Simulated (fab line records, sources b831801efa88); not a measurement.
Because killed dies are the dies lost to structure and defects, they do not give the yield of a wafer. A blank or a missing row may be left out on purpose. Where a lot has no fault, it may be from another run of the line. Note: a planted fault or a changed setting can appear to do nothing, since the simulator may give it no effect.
fab line records    flow sky130
[record] lots = 13  wafers = 36  lastDay = 50
route steps=708 shown METAL1@438 VIA1@461 PAD_OPEN@708
lots that met no fault: taken from a fault-free run of the same line
startH: hours from the record's opening day to when the first of the lot's shown wafers began    waitH: hours from the lot's prior step to this one    " the same as in the row above    L1.1+2: a row that stands for several wafers    - no value, or no start given    * or withheld: withheld    < > ~ a bound
route shown NAME@n: names a module that has steps shown in the file, with the first one's number in the route    usual: mean/standard deviation of fault-free wafers    same: alike in all rows    chamber/n: place in a boat    sites: each site's reading    _std_site: how widely they spread, as a standard deviation    _edge_site: the outer-site mean with the inner-site mean subtracted    radiusMm: how far each site lies from the wafer's centre    mask NAME#n: copy n    behind: the tool/chamber that last shaped the wafer    hold: the reason the lot was held/the length of the hold in hours/how it ended    device: which transistor (n, p or np) failed to switch    end of line: the same wafers' tests at the end of the route    for a step that has no rows: nothing shown but its recipe    killed: the dies lost at the first sort to structure and to defects; this is not the yield of the wafer    map: shows each die of a wafer: x if killed, . if not, _ if none is there
set.NAME: the setting that was run; set.NAME@STEP: the one run at that earlier step    model.NAME: the simulator's own value behind a step, which no gauge read
a sample of lots followed through the steps of the route, with each step as a table and each wafer as a row
services: when a tool's chamber went out of use (startH, in hours from the record's first day, below 0 if earlier), for how many hours, and the reason
[[steps]]
[step SKY_METAL1_SPUTTER_04]
[recipe] material = TiN  targetThkNm = 70  powerW = 6500  timeS = 58.3  chamberPressurePa = 0.4
[usual] throttleValvePct = 30.0/0.89
lot.wafer  tool           chamber  startH  waitH  throttleValvePct
L128.1     pvdSputter-02  -        740.51  0.0    29.9
L128.3     "              -        "       "      30.8
L128.4     "              -        "       "      28.3
L130.2     pvdSputter-01  -        747.40  0.0    28.6
L130.3     "              -        "       "      29.1
L130.4     "              -        "       "      30.1
L131.1     pvdSputter-02  -        765.15  0.0    28.5
L131.3     "              -        "       "      30.1
L131.5     "              -        "       "      29.7
L133.1     pvdSputter-02  -        783.17  0.0    30.1
L133.4     "              -        "       "      28.5
L133.5     "              -        "       "      30.7
L135.1     pvdSputter-02  -        788.99  0.0    28.4
L135.2     "              -        "       "      30.0
L135.5     "              -        "       "      30.2
L137.3     pvdSputter-04  -        808.46  0.0    29.4
L137.5     "              -        "       "      29.6
L137.6     "              -        "       "      30.8
L138.1     pvdSputter-02  -        817.27  0.0    30.8
L138.2     "              -        "       "      29.9
L138.6     "              -        "       "      30.9
L140.3     pvdSputter-04  -        823.47  0.0    29.6
L140.4     "              -        "       "      31.2
L140.5     "              -        "       "      31.3
L142.1     pvdSputter-04  -        835.46  0.0    30.8
L142.2     "              -        "       "      29.8
L142.5     "              -        "       "      29.8
L144.1     pvdSputter-01  -        860.67  0.0    29.0
L145.1     pvdSputter-01  -        878.23  0.0    28.7
L145.2     "              -        "       "      30.4
L149.1     pvdSputter-04  -        895.74  0.0    30.9
L149.5     "              -        "       "      29.9
L149.6     "              -        "       "      29.4
L151.3     pvdSputter-01  -        908.19  0.0    30.0
L151.4     "              -        "       "      29.0
L151.5     "              -        "       "      29.1
[step SKY_VIA1_BOW_MEAS_03]
[recipe] mode = bow
[usual] VIA1_BOW = 82/7.4
lot.wafer  tool          chamber  startH  waitH  VIA1_BOW[um]
L128.1     filmMetro-02  -        768.93  0.2    83
L128.3     "             -        "       "      77
L128.4     "             -        "       "      72
L130.2     filmMetro-03  -        775.87  0.1    88
L130.3     "             -        "       "      93
L130.4     "             -        "       "      80
L131.1     filmMetro-02  -        794.19  0.2    81
L131.3     "             -        "       "      84
L131.5     "             -        "       "      77
L133.1     filmMetro-02  -        810.33  0.1    74
L133.4     "             -        "       "      93
L133.5     "             -        "       "      67
L135.1     filmMetro-03  -        817.78  0.1    99
L135.2     "             -        "       "      79
L135.5     "             -        "       "      75
L137.3     filmMetro-02  -        834.68  0.3    92
L137.5     "             -        "       "      71
L137.6     "             -        "       "      79
L138.1     filmMetro-02  -        843.81  0.2    70
L138.2     "             -        "       "      84
L138.6     "             -        "       "      90
L140.3     filmMetro-03  -        851.12  0.2    89
L140.4     "             -        "       "      88
L140.5     "             -        "       "      93
L142.1     filmMetro-02  -        863.73  0.1    79
L142.2     "             -        "       "      80
L142.5     "             -        "       "      80
L144.1     filmMetro-02  -        887.17  0.2    80
L145.1     filmMetro-02  -        905.16  0.2    85
L145.2     "             -        "       "      73
L149.1     filmMetro-03  -        921.57  0.2    89
L149.5     "             -        "       "      84
L149.6     "             -        "       "      87
L151.3     filmMetro-01  -        934.79  0.3    83
L151.4     "             -        "       "      75
L151.5     "             -        "       "      85
[step SKY_VIA1_SOFTBAKE_08]
[recipe] tempC = 100  timeS = 90  resist = KrF-thick
[usual] exhaustPa = 44.8/0.78  heaterPowerTotalW = 57.36/0.12  plateTempC = 99.99/0.14
lot.wafer  tool           chamber  startH  waitH  exhaustPa  heaterPowerTotalW  plateTempC
L128.1     lithoTrack-03  0        783     -      45.9       57.34              99.86
L128.3     "              0        "       "      45.3       57.19              99.98
L128.4     "              0        "       "      44.1       57.22              99.97
L130.2     lithoTrack-01  0        789     -      45.2       57.15              100.16
L130.3     "              0        "       "      45.0       57.47              99.98
L130.4     "              0        "       "      44.9       57.31              99.92
L131.1     lithoTrack-04  0        807     -      45.0       57.30              100.18
L131.3     "              0        "       "      45.2       57.18              99.99
L131.5     "              0        "       "      45.1       57.48              99.96
L133.1     lithoTrack-01  0        823     -      45.1       57.44              99.92
L133.4     "              0        "       "      44.3       57.22              99.94
L133.5     "              0        "       "      44.8       57.46              100.04
L135.1     lithoTrack-03  0        829     -      44.2       57.26              100.12
L135.2     "              0        "       "      43.9       57.20              99.99
L135.5     "              0        "       "      45.2       57.24              100.21
L137.3     lithoTrack-01  0        848     -      44.4       57.40              99.97
L137.5     "              0        "       "      45.6       57.57              99.90
L137.6     "              0        "       "      46.0       57.26              99.94
L138.1     lithoTrack-01  0        856     -      43.4       57.25              100.09
L138.2     "              0        "       "      44.3       57.42              100.08
L138.6     "              0        "       "      44.8       57.33              99.84
L140.3     lithoTrack-04  0        863     -      45.3       57.23              100.16
L140.4     "              0        "       "      45.6       57.26              100.07
L140.5     "              0        "       "      45.8       57.48              100.11
L142.1     lithoTrack-01  0        877     -      46.1       57.50              99.94
L142.2     "              0        "       "      46.1       57.39              99.97
L142.5     "              0        "       "      46.0       57.32              99.92
L144.1     lithoTrack-01  0        899     -      43.4       56.80              99.43
L145.1     lithoTrack-01  0        916     -      44.3       56.63              99.39
L145.2     "              0        "       "      44.0       56.79              99.44
L149.1     lithoTrack-04  0        934     -      43.9       57.19              99.92
L149.5     "              0        "       "      44.3       57.49              99.86
L149.6     "              0        "       "      44.9       57.20              99.85
L151.3     lithoTrack-04  0        946     -      45.5       57.27              100.00
L151.4     "              0        "       "      44.7       57.53              100.12
L151.5     "              0        "       "      45.5       57.42              99.92
[step SKY_VIA1_ETCH_14]
[recipe] chemistry = N2/H2  target = BARC  ionEnergyEv = 200  sourceW = 500  biasW = 100  pressureMtorr = 30  n2FlowSccm = 100  h2FlowSccm = 200  stopOn = SiO2  timeS = 45.9  targetDepthA = 600
[usual] drypumpMotorCurrentA = 5.6/0.42  oesProductAu = 0.855/0.0051  throttleValvePct = 13.226/0.0089
lot.wafer  tool        chamber  startH  waitH  drypumpMotorCurrentA  oesProductAu  rfHoursCounterH  throttleValvePct
L128.1     rieDiel-02  3        796.38  0.0    5.7                   0.849         12               13.222
L128.3     "           0        "       "      5.5                   0.853         10               13.233
L128.4     "           2        "       "      4.9                   0.849         5                13.223
L130.2     rieDiel-03  1        802.98  0.0    6.2                   0.847         1                13.240
L130.3     "           2        "       "      5.8                   0.860         13               13.219
L130.4     "           0        "       "      5.8                   0.854         10               13.238
L131.1     rieDiel-03  0        820.60  0.0    5.8                   0.856         11               13.216
L131.3     "           3        "       "      5.7                   0.848         10               13.210
L131.5     "           2        "       "      5.8                   0.864         -                13.221
L133.1     rieDiel-03  1        835.78  0.0    6.2                   0.854         2                13.222
L133.4     "           3        "       "      5.7                   0.858         10               13.231
L133.5     "           3        "       "      5.7                   0.852         -                13.238
L135.1     rieDiel-02  2        842.75  0.0    4.9                   0.854         6                13.219
L135.2     "           0        "       "      5.5                   0.851         12               13.231
L135.5     "           1        "       "      6.4                   0.854         -                13.221
L137.3     rieDiel-02  1        861.13  0.0    6.4                   0.862         13               13.231
L137.5     "           1        "       "      6.4                   0.852         -                13.221
L137.6     "           2        "       "      4.9                   0.856         -                13.213
L138.1     rieDiel-04  2        870.18  0.0    5.4                   0.858         14               13.237
L138.2     "           0        "       "      5.2                   0.858         2                13.224
L138.6     "           2        "       "      5.4                   0.866         -                13.216
L140.3     rieDiel-02  3        877.50  0.0    5.7                   0.854         14               13.222
L140.4     "           0        "       "      5.5                   0.861         13               13.237
L140.5     "           1        "       "      6.4                   0.851         -                13.235
L142.1     rieDiel-03  2        889.68  0.0    5.8                   0.859         16               13.236
L142.2     "           0        "       "      5.8                   0.858         12               13.227
L142.5     "           2        "       "      5.7                   0.856         -                13.224
L144.1     rieDiel-04  2        911.59  0.0    5.4                   0.865         16               13.232
L145.1     rieDiel-03  2        929.59  0.0    5.8                   0.851         17               13.212
L145.2     "           1        "       "      6.2                   0.856         4                13.243
L149.1     rieDiel-03  0        945.90  0.0    5.8                   0.856         14               13.228
L149.5     "           2        "       "      5.8                   0.859         -                13.220
L149.6     "           3        "       "      5.7                   0.847         -                13.222
L151.3     rieDiel-04  0        958.65  0.0    5.2                   0.852         5                13.223
L151.4     "           3        "       "      5.3                   0.858         11               13.218
L151.5     "           3        "       "      5.3                   0.854         -                13.217
[step SKY_PAD_OPEN_PROBE_99]
[usual] defectLimitedYield = 82.0/2.1  killed_at_M0_to_M3 = 45/7  killed_at_M4_up = 3.4/1.8  killedAtContacts = 24/5.4  killedAtFrontEnd = 16/4.8  killedAtOther = 0.4/0.62  killedDies = 89/10  killedOpen = 48/7.2  killedShort = 40/6.3  sort_bin_3_pad_short = 0.9/0.39  sort_bin_5_function = 10.7/1.5  sort_bin_6_memory = 6.4/1.1  sortNPass = 403/10  sortYieldPct = 82.0/2.1
[same] grossDies = 492  killedAtBackSide = 0  sort_bin_4_leakage[%] = 0  sort_bin_8_speed[%] = 0
lot.wafer  tool       chamber  startH   waitH  defectLimitedYield[%]  killed_at_M0_to_M3  killed_at_M4_up  killedAtContacts  killedAtFrontEnd  killedAtOther  killedDies  killedOpen  killedShort  sort_bin_3_pad_short[%]  sort_bin_5_function[%]  sort_bin_6_memory[%]  sortNPass  sortYieldPct[%]
L128.1     prober-02  -        1079.46  0.1    84.1                   36                  2                24                16                0              78          51          27           0.8                      10.4                    4.7                   414        84.1
L128.3     prober-02  -        1079.56  0.2    84.8                   36                  2                25                12                0              75          42          33           0.8                      8.9                     5.5                   417        84.8
L128.4     prober-02  -        1079.61  0.2    84.1                   31                  4                33                8                 2              78          40          37           1.0                      8.3                     6.5                   414        84.1
L130.2     prober-02  -        1082.82  0.1    77.4                   59                  7                23                21                1              111         63          48           0.6                      14.8                    7.1                   381        77.4
L130.3     prober-02  -        1082.87  0.2    83.1                   46                  3                22                12                0              83          47          36           1.2                      10.8                    4.9                   409        83.1
L130.4     prober-02  -        1082.92  0.2    80.9                   57                  2                17                17                1              94          42          52           1.4                      9.3                     8.3                   398        80.9
L131.1     prober-01  -        1094.61  0.1    81.7                   39                  2                34                14                1              90          46          43           0.8                      10.4                    7.1                   402        81.7
L131.3     prober-01  -        1094.71  0.2    83.5                   39                  6                22                13                1              81          45          35           0.8                      9.3                     6.3                   411        83.5
L131.5     prober-01  -        1094.81  0.2    83.3                   35                  1                26                20                0              82          48          33           0.8                      8.7                     7.1                   410        83.3
L133.1     prober-01  -        1112.56  0.1    82.1                   36                  6                29                17                0              88          46          42           0.2                      11.6                    6.1                   404        82.1
L133.4     prober-01  -        1112.71  0.2    80.9                   54                  3                25                12                0              94          58          35           0.8                      12.8                    5.5                   398        80.9
L133.5     prober-01  -        1112.76  0.2    80.7                   44                  2                29                20                0              95          52          43           1.6                      10.8                    6.9                   397        80.7
L135.1     prober-01  -        1114.06  0.1    80.9                   54                  4                20                16                0              94          51          42           0.8                      8.9                     9.3                   398        80.9
L135.2     prober-01  -        1114.11  0.1    80.3                   56                  5                19                17                0              97          51          46           1.0                      12.0                    6.7                   395        80.3
L135.5     prober-01  -        1114.26  0.2    76.4                   54                  5                29                27                1              116         64          49           0.6                      13.2                    9.8                   376        76.4
L137.3     prober-01  -        1129.47  0.2    82.5                   59                  3                14                10                0              86          41          45           1.0                      10.6                    5.9                   406        82.5
L137.5     prober-01  -        1129.57  0.2    82.9                   41                  2                23                18                0              84          42          41           1.6                      9.1                     6.3                   408        82.9
L137.6     prober-01  -        1129.62  0.2    80.9                   40                  7                33                14                0              94          50          44           0.4                      12.4                    6.3                   398        80.9
L138.1     prober-01  -        1137.13  0.1    81.3                   50                  3                23                16                0              92          57          35           0.6                      11.4                    6.7                   400        81.3
L138.2     prober-01  -        1137.18  0.1    79.7                   45                  1                32                22                0              100         52          48           1.0                      11.2                    8.1                   392        79.7
L138.6     prober-01  -        1137.38  0.2    83.5                   38                  4                20                19                0              81          42          39           0.6                      10.2                    5.7                   411        83.5
L140.3     prober-02  -        1141.59  0.2    81.5                   44                  3                22                22                0              91          49          42           1.0                      10.2                    7.3                   401        81.5
L140.4     prober-02  -        1141.64  0.2    82.5                   41                  3                23                18                1              86          49          37           0.8                      10.0                    6.7                   406        82.5
L140.5     prober-02  -        1141.69  0.2    80.9                   56                  3                22                13                0              94          54          40           1.4                      11.0                    6.7                   398        80.9
L142.1     prober-02  -        1149.97  0.1    85.0                   41                  1                16                14                2              74          37          37           0.8                      10.6                    3.7                   418        85.0
L142.2     prober-02  -        1150.02  0.1    83.1                   41                  2                27                13                0              83          45          38           1.0                      10.0                    5.9                   409        83.1
L142.5     prober-02  -        1150.17  0.2    77.8                   49                  6                37                17                0              109         53          54           1.4                      14.0                    6.7                   383        77.8
L144.1     prober-02  -        1167.37  0.1    81.1                   52                  3                16                22                0              93          46          47           0.6                      11.2                    7.1                   399        81.1
L145.1     prober-01  -        1176.77  0.1    79.3                   52                  5                32                13                0              102         58          44           1.2                      13.4                    6.1                   390        79.3
L145.2     prober-01  -        1176.82  0.1    78.7                   49                  4                23                29                0              105         56          49           1.0                      13.0                    7.3                   387        78.7
L149.1     prober-01  -        1188.09  0.1    78.3                   57                  1                38                11                0              107         61          45           1.2                      12.4                    8.1                   385        78.3
L149.5     prober-01  -        1188.29  0.2    82.1                   50                  3                19                16                0              88          47          41           1.0                      11.2                    5.7                   404        82.1
L149.6     prober-01  -        1188.34  0.2    83.5                   32                  3                25                21                0              81          38          43           0.2                      8.5                     7.7                   411        83.5
L151.3     prober-01  -        1196.27  0.2    83.1                   45                  5                20                13                0              83          44          39           1.2                      9.3                     6.3                   409        83.1
L151.4     prober-01  -        1196.32  0.2    81.3                   47                  1                30                14                0              92          54          38           0.6                      11.8                    6.3                   400        81.3
L151.5     prober-01  -        1196.37  0.2    83.1                   37                  6                24                16                0              83          47          36           0.8                      11.4                    4.7                   409        83.1
// killed by level:class
L128.1 CONTACT:geometricParticle:open=12 VIA2:geometricParticle:open=9 LI_CONTACT:geometricParticle:open=7 VIA1:geometricParticle:open=7 VIA3:geometricParticle:open=5 FIELD_ISO:geometricParticle:short=4 VIA1:geometricParticle:short=4 METAL2:geometricParticle:short=4
L128.3 CONTACT:geometricParticle:open=11 VIA2:geometricParticle:open=7 VIA1:geometricParticle:open=6 LI_CONTACT:geometricParticle:open=5 CONTACT:geometricParticle:short=5 METAL1:geometricParticle:short=5 POLY_GATE:geometricParticle:open=3 POLY_GATE:geometricParticle:short=3
L128.4 LI_CONTACT:geometricParticle:open=9 CONTACT:geometricParticle:open=8 CONTACT:geometricParticle:short=8 METAL2:geometricParticle:short=7 VIA1:geometricParticle:open=7 LOCAL_INTERCONNECT:geometricParticle:short=6 VIA2:geometricParticle:open=5 SPACER:geometricParticle:open=4
L130.2 VIA1:geometricParticle:open=20 VIA2:geometricParticle:open=8 METAL2:geometricParticle:short=7 METAL1:geometricParticle:short=7 VIA3:geometricParticle:open=7 POLY_GATE:geometricParticle:short=6 LI_CONTACT:geometricParticle:open=6 LOCAL_INTERCONNECT:geometricParticle:short=6
L130.3 CONTACT:geometricParticle:open=10 VIA1:geometricParticle:open=10 VIA3:geometricParticle:open=8 VIA1:geometricParticle:short=7 CONTACT:geometricParticle:short=7 METAL2:geometricParticle:short=7 FIELD_ISO:geometricParticle:open=6 VIA2:geometricParticle:open=4
L130.4 VIA1:geometricParticle:open=14 VIA1:geometricParticle:short=7 METAL2:geometricParticle:short=7 FIELD_ISO:geometricParticle:short=6 VIA2:geometricParticle:open=6 VIA3:geometricParticle:open=6 LI_CONTACT:geometricParticle:open=5 LOCAL_INTERCONNECT:geometricParticle:short=5
L131.1 LI_CONTACT:geometricParticle:open=16 VIA1:geometricParticle:open=8 VIA1:geometricParticle:short=8 CONTACT:geometricParticle:open=7 VIA3:geometricParticle:open=7 FIELD_ISO:geometricParticle:short=5 FIELD_ISO:geometricParticle:open=5 LOCAL_INTERCONNECT:geometricParticle:short=5
L131.3 VIA1:geometricParticle:open=10 CONTACT:geometricParticle:open=9 VIA3:geometricParticle:open=8 METAL1:geometricParticle:short=7 METAL4:geometricParticle:short=5 FIELD_ISO:geometricParticle:short=4 CONTACT:geometricParticle:short=4 VIA2:geometricParticle:open=4
L131.5 CONTACT:geometricParticle:open=9 LI_CONTACT:geometricParticle:open=8 VIA3:geometricParticle:open=8 VIA1:geometricParticle:open=7 FIELD_ISO:geometricParticle:open=6 POLY_GATE:geometricParticle:open=4 CONTACT:geometricParticle:short=4 METAL2:geometricParticle:short=4
L133.1 CONTACT:geometricParticle:open=11 LI_CONTACT:geometricParticle:open=9 FIELD_ISO:geometricParticle:short=8 METAL1:geometricParticle:short=7 VIA1:geometricParticle:short=6 POLY_GATE:geometricParticle:open=5 CONTACT:geometricParticle:short=4 VIA1:geometricParticle:open=4
L133.4 VIA1:geometricParticle:open=18 CONTACT:geometricParticle:open=12 VIA1:geometricParticle:short=7 METAL2:geometricParticle:short=6 VIA3:geometricParticle:open=5 LI_CONTACT:geometricParticle:open=4 LOCAL_INTERCONNECT:geometricParticle:short=4 METAL1:geometricParticle:short=4
L133.5 CONTACT:geometricParticle:open=11 CONTACT:geometricParticle:short=9 METAL2:geometricParticle:short=8 VIA3:geometricParticle:open=7 VIA1:geometricParticle:open=7 VIA1:geometricParticle:short=6 FIELD_ISO:geometricParticle:open=5 POLY_GATE:geometricParticle:short=5
L135.1 VIA1:geometricParticle:open=12 VIA2:geometricParticle:open=11 CONTACT:geometricParticle:open=8 VIA3:geometricParticle:open=8 POLY_GATE:geometricParticle:short=5 METAL2:geometricParticle:short=5 SPACER:geometricParticle:short=4 LI_CONTACT:geometricParticle:open=4
L135.2 METAL1:geometricParticle:short=15 VIA1:geometricParticle:open=11 CONTACT:geometricParticle:open=7 VIA2:geometricParticle:open=7 POLY_GATE:geometricParticle:open=6 VIA3:geometricParticle:open=6 CONTACT:geometricParticle:short=5 METAL1:geometricParticle:open=5
L135.5 VIA1:geometricParticle:open=13 CONTACT:geometricParticle:open=10 VIA2:geometricParticle:open=10 POLY_GATE:geometricParticle:short=8 VIA3:geometricParticle:open=7 METAL2:geometricParticle:short=6 METAL1:geometricParticle:short=6 FIELD_ISO:geometricParticle:open=5
L137.3 VIA1:geometricParticle:open=13 METAL2:geometricParticle:short=9 VIA2:geometricParticle:open=8 VIA1:geometricParticle:short=7 VIA3:geometricParticle:open=6 CONTACT:geometricParticle:short=5 METAL3:geometricParticle:short=5 CONTACT:geometricParticle:open=4
L137.5 VIA1:geometricParticle:open=9 VIA2:geometricParticle:open=7 CONTACT:geometricParticle:short=7 LI_CONTACT:geometricParticle:open=5 VIA1:geometricParticle:short=5 FIELD_ISO:geometricParticle:short=4 POLY_GATE:geometricParticle:short=4 CONTACT:geometricParticle:open=4
L137.6 CONTACT:geometricParticle:open=13 VIA1:geometricParticle:open=12 LOCAL_INTERCONNECT:geometricParticle:short=9 METAL2:geometricParticle:short=6 FIELD_ISO:geometricParticle:open=5 METAL4:geometricParticle:short=5 LI_CONTACT:geometricParticle:open=4 CONTACT:geometricParticle:short=4
L138.1 VIA3:geometricParticle:open=15 VIA1:geometricParticle:open=10 VIA2:geometricParticle:open=9 LI_CONTACT:geometricParticle:open=7 CONTACT:geometricParticle:open=7 POLY_GATE:geometricParticle:short=5 CONTACT:geometricParticle:short=5 VIA1:geometricParticle:short=4
L138.2 CONTACT:geometricParticle:open=15 METAL1:geometricParticle:short=8 VIA2:geometricParticle:open=7 VIA1:geometricParticle:open=7 LOCAL_INTERCONNECT:geometricParticle:short=6 METAL2:geometricParticle:short=6 FIELD_ISO:geometricParticle:open=5 VIA3:geometricParticle:short=5
L138.6 VIA3:geometricParticle:open=10 VIA1:geometricParticle:open=8 CONTACT:geometricParticle:open=7 VIA3:geometricParticle:short=6 FIELD_ISO:geometricParticle:short=4 POLY_GATE:geometricParticle:open=4 POLY_CUT:geometricParticle:short=4 LI_CONTACT:geometricParticle:open=4
L140.3 VIA2:geometricParticle:open=10 VIA1:geometricParticle:short=9 POLY_GATE:geometricParticle:open=7 VIA1:geometricParticle:open=7 CONTACT:geometricParticle:open=6 POLY_GATE:geometricParticle:short=6 LI_CONTACT:geometricParticle:open=6 FIELD_ISO:geometricParticle:open=5
L140.4 VIA2:geometricParticle:open=11 CONTACT:geometricParticle:open=7 VIA1:geometricParticle:open=7 FIELD_ISO:geometricParticle:short=6 POLY_GATE:geometricParticle:open=5 LI_CONTACT:geometricParticle:open=5 LOCAL_INTERCONNECT:geometricParticle:short=5 CONTACT:geometricParticle:short=5
L140.5 VIA1:geometricParticle:open=16 VIA1:geometricParticle:short=8 METAL2:geometricParticle:short=8 VIA3:geometricParticle:open=7 FIELD_ISO:geometricParticle:open=6 LI_CONTACT:geometricParticle:open=6 METAL1:geometricParticle:short=6 VIA2:geometricParticle:open=5
L142.1 METAL2:geometricParticle:short=8 METAL1:geometricParticle:short=7 VIA1:geometricParticle:open=7 LI_CONTACT:geometricParticle:open=6 FIELD_ISO:geometricParticle:open=5 CONTACT:geometricParticle:open=5 VIA1:geometricParticle:short=4 VIA3:geometricParticle:open=4
L142.2 VIA1:geometricParticle:open=13 CONTACT:geometricParticle:open=12 CONTACT:geometricParticle:short=6 VIA3:geometricParticle:open=6 VIA1:geometricParticle:short=5 FIELD_ISO:geometricParticle:short=4 POLY_GATE:geometricParticle:open=4 LI_CONTACT:geometricParticle:open=4
L142.5 CONTACT:geometricParticle:open=12 VIA1:geometricParticle:short=10 VIA1:geometricParticle:open=10 LI_CONTACT:geometricParticle:open=7 VIA3:geometricParticle:open=6 LOCAL_INTERCONNECT:geometricParticle:short=6 CONTACT:geometricParticle:short=6 METAL4:geometricParticle:short=6
L144.1 VIA3:geometricParticle:open=12 POLY_GATE:geometricParticle:short=10 VIA2:geometricParticle:open=9 METAL2:geometricParticle:short=8 LI_CONTACT:geometricParticle:open=6 METAL1:geometricParticle:short=6 VIA3:geometricParticle:short=5 FIELD_ISO:geometricParticle:open=4
L145.1 VIA1:geometricParticle:open=15 LOCAL_INTERCONNECT:geometricParticle:short=9 VIA3:geometricParticle:open=8 CONTACT:geometricParticle:open=7 METAL1:geometricParticle:short=7 LI_CONTACT:geometricParticle:open=6 VIA2:geometricParticle:open=6 POLY_GATE:geometricParticle:open=5
L145.2 VIA1:geometricParticle:open=13 LOCAL_INTERCONNECT:geometricParticle:short=9 FIELD_ISO:geometricParticle:open=7 POLY_GATE:geometricParticle:open=7 VIA1:geometricParticle:short=7 METAL2:geometricParticle:short=7 FIELD_ISO:geometricParticle:short=6 VIA2:geometricParticle:short=6
L149.1 CONTACT:geometricParticle:open=15 VIA1:geometricParticle:open=12 METAL1:geometricParticle:short=10 VIA3:geometricParticle:open=10 LI_CONTACT:geometricParticle:open=7 METAL2:geometricParticle:short=7 VIA2:geometricParticle:open=7 CONTACT:geometricParticle:short=6
L149.5 VIA1:geometricParticle:open=13 VIA1:geometricParticle:short=7 LI_CONTACT:geometricParticle:open=7 METAL1:geometricParticle:short=7 FIELD_ISO:geometricParticle:open=6 VIA2:geometricParticle:open=6 FIELD_ISO:geometricParticle:short=5 CONTACT:geometricParticle:open=5
L149.6 CONTACT:geometricParticle:open=13 VIA1:geometricParticle:open=7 CONTACT:geometricParticle:short=6 VIA2:geometricParticle:open=6 METAL2:geometricParticle:short=6 FIELD_ISO:geometricParticle:short=5 SPACER:geometricParticle:short=5 METAL1:geometricParticle:short=5
L151.3 VIA1:geometricParticle:open=10 LI_CONTACT:geometricParticle:open=8 VIA2:geometricParticle:open=7 VIA2:geometricParticle:short=6 CONTACT:geometricParticle:open=5 VIA1:geometricParticle:short=5 FIELD_ISO:geometricParticle:short=4 METAL2:geometricParticle:short=4
L151.4 CONTACT:geometricParticle:open=13 VIA1:geometricParticle:open=12 VIA2:geometricParticle:open=10 CONTACT:geometricParticle:short=7 VIA1:geometricParticle:short=6 LI_CONTACT:geometricParticle:open=5 VIA3:geometricParticle:open=5 FIELD_ISO:geometricParticle:short=4
L151.5 VIA1:geometricParticle:open=14 CONTACT:geometricParticle:open=7 CONTACT:geometricParticle:short=7 FIELD_ISO:geometricParticle:open=6 LI_CONTACT:geometricParticle:open=5 METAL4:geometricParticle:short=5 POLY_GATE:geometricParticle:short=4 VIA2:geometricParticle:open=4
[[services]]
tool           chamber  startH  hours  kind
rieDiel-03     1        739.41  -      clean
rieDiel-03     1        739.41  24.8   scheduledDown
rieDiel-03     1        739.41  24.8   ventCycle
rieDiel-02     2        759.69  8.5    repair
rieDiel-04     0        760.09  -      clean
rieDiel-04     0        760.09  29.7   scheduledDown
rieDiel-04     1        774.78  1.4    repair
pvdSputter-01  -        778.55  5.0    repair
rieDiel-02     -        785.65  0.3    repair
rieDiel-02     3        803.67  1.5    repair
rieDiel-02     1        811.93  5.0    repair
pvdSputter-02  -        842.51  5.4    repair
rieDiel-04     3        842.89  2.9    repair
pvdSputter-02  -        877.15  2.6    repair
pvdSputter-02  -        887.45  5.4    repair
rieDiel-02     -        887.63  0.6    repair
rieDiel-03     3        897.10  15.2   repair
rieDiel-02     0        918.96  4.1    repair
rieDiel-02     3        919.94  6.9    repair
rieDiel-04     -        924.84  0.1    repair
lithoTrack-01  -        925.60  -      consumableReplace:filter
pvdSputter-02  -        931.93  4.5    repair
rieDiel-02     2        946.60  6.6    repair
rieDiel-02     0        958.09  14.7   repair
[[key]]
[firstSign] step = SKY_VIA1_SOFTBAKE_08  reading = heaterPowerTotalW  direction = down  sigmas = 5  usual = *  struck = *
[effect] step = SKY_VIA1_SOFTBAKE_08  reading = plateTempC  direction = down  sigmas = 4.2  usual = *  struck = *
metAt SKY_VIA1_SOFTBAKE_08
struckLots L144,L145
[loopTrim] step = SKY_VIA1_EXPOSE_09  setting = dose  lots = L145
notActingAt SKY_METAL1_SPUTTER_04,SKY_VIA1_BOW_MEAS_03,SKY_VIA1_ETCH_14
onsetBetween 877 899
[fault] kind = processParameterDrift  tool = lithoTrack-01  chamber = -  onsetH = 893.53  steps = SKY_VIA1_SOFTBAKE_08  channel = tempC  offset = *  shape = step  endH = 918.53  actsIn = *  stated = *
// loopTrim: a control loop set the setting to another value than it would have without faults
